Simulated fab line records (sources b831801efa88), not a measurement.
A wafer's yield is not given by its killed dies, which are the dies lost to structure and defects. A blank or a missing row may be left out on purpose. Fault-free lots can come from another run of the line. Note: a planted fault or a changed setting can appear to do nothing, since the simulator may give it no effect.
Matching of chambers -- flow gf180mcu -- 3 sister chambers for GF_CONTACT_CVD_00 on hdpcvd-02
The step deposits SiO2, target thk 300 nm, time 50 s. 17 wafers are shown with their chamber, then 8 later ones without.

== EACH WAFER AND ITS CHAMBER ==
wafer,chamber,sih4 flow sccm (sccm)
L792.3,0,60.08
L792.4,2,60.33
L792.5,1,59.75
L793.1,0,59.76
L793.4,1,59.82
L793.5,0,59.88
L794.1,2,59.97
L794.4,2,60.02
L795.4,1,59.81
L795.6,2,59.99
L803.1,1,60.09
L803.2,2,60.10
L803.5,2,60.34
L804.1,1,60.03
L804.3,0,60.12
L804.4,0,60.17
L805.2,0,60.29

SIGNATURES, as means of the wafers listed above
reading,chamber 0,chamber 1,chamber 2,scatter within a chamber
sih4 flow sccm,60.0500,59.9000,60.1250,0.174
Rule: for each reading, subtract the chamber's mean from the wafer's reading, divide by that reading's scatter and square the result; add these up over the readings and take the root, which gives the wafer's distance from the chamber. The wafer belongs to the nearest chamber; if the next one is less than 2 further off, it can't be placed. The scatter is the square root of a quotient: the sum, over the shown wafers, of each reading's squared deviation from its chamber's mean, divided by wafers minus chambers.

== WAFERS MISSING THEIR CHAMBER ==
wafer,sih4 flow sccm (sccm)
L805.4,60.08
L805.5,59.70
L808.2,60.02
L808.4,59.68
L808.6,59.67
L810.1,59.97
L810.3,60.19
L810.6,60.42

== WHICH CHAMBER EACH ONE RAN IN ==
wafer,from the rows above,in truth
L805.4,can't be placed: 0 or 2 or 1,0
L805.5,can't be placed: 1 or 0 or 2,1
L808.2,can't be placed: 0 or 2 or 1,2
L808.4,can't be placed: 1 or 0 or 2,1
L808.6,can't be placed: 1 or 0 or 2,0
L810.1,can't be placed: 1 or 0 or 2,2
L810.3,can't be placed: 2 or 0 or 1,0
L810.6,can't be placed: 2 or 0 or 1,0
Placed correctly: 0 of 8. Unplaceable from these rows: 8, with the true chamber sitting among the candidates in 8. Number placed wrongly: 0.
